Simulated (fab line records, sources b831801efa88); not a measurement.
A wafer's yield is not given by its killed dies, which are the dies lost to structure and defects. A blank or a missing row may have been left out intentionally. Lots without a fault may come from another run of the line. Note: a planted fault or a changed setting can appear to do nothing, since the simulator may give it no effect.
Matching of chambers || flow sky130 || SKY_LI_CONTACT_CMP_24 on cmp-01: 4 sister chambers
The step polishes, stops on PSG, t overpolish 20 s, target thk 0 nm. 4 wafers are shown with their chamber, then 7 later ones without.

WAFERS, EACH WITH ITS CHAMBER
{"wafer": "L169.4", "chamber": 3, "motor current A (A)": 11.0}
{"wafer": "L171.1", "chamber": 1, "motor current A (A)": 11.8}
{"wafer": "L173.1", "chamber": 2, "motor current A (A)": 11.4}
{"wafer": "L173.2", "chamber": 0, "motor current A (A)": 10.9}

WAFERS MISSING THEIR CHAMBER
{"wafer": "L173.5", "motor current A (A)": 11.7}
{"wafer": "L180.1", "motor current A (A)": 10.6}
{"wafer": "L180.5", "motor current A (A)": 10.5}
{"wafer": "L180.6", "motor current A (A)": 10.5}
{"wafer": "L186.1", "motor current A (A)": 11.0}
{"wafer": "L186.3", "motor current A (A)": 10.3}
{"wafer": "L186.4", "motor current A (A)": 11.3}

WHICH CHAMBER EACH WENT THROUGH
{"wafer": "L173.5", "from the rows above": "can't be placed: 1 or 2 or 3", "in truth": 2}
{"wafer": "L180.1", "from the rows above": "can't be placed: 0 or 3 or 2", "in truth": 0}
{"wafer": "L180.5", "from the rows above": "can't be placed: 0 or 3 or 2", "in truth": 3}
{"wafer": "L180.6", "from the rows above": "can't be placed: 0 or 3 or 2", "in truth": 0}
{"wafer": "L186.1", "from the rows above": "can't be placed: 3 or 0 or 2", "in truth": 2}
{"wafer": "L186.3", "from the rows above": "can't be placed: 0 or 3 or 2", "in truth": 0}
{"wafer": "L186.4", "from the rows above": "can't be placed: 2 or 3 or 0 or 1", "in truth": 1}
Correct placement for 0 of the 7. Cannot be placed on the basis of these rows: 7; the candidates contain the true chamber in 7. 0 placed wrongly.
How it was worked out, from the rows above alone: a wafer's distance from a chamber is the root of the sum, over the readings, of the square of ((its reading less the chamber's mean) divided by the reading's scatter). If the next closest chamber is less than 2 further off than the closest, the wafer can't be placed; otherwise it belongs to the closest. Each chamber's mean is taken over the wafers shown for it. The scatter (one wafer shown for each chamber): square how far every hidden wafer sits from the nearest shown wafer, average those squares and take the square root.
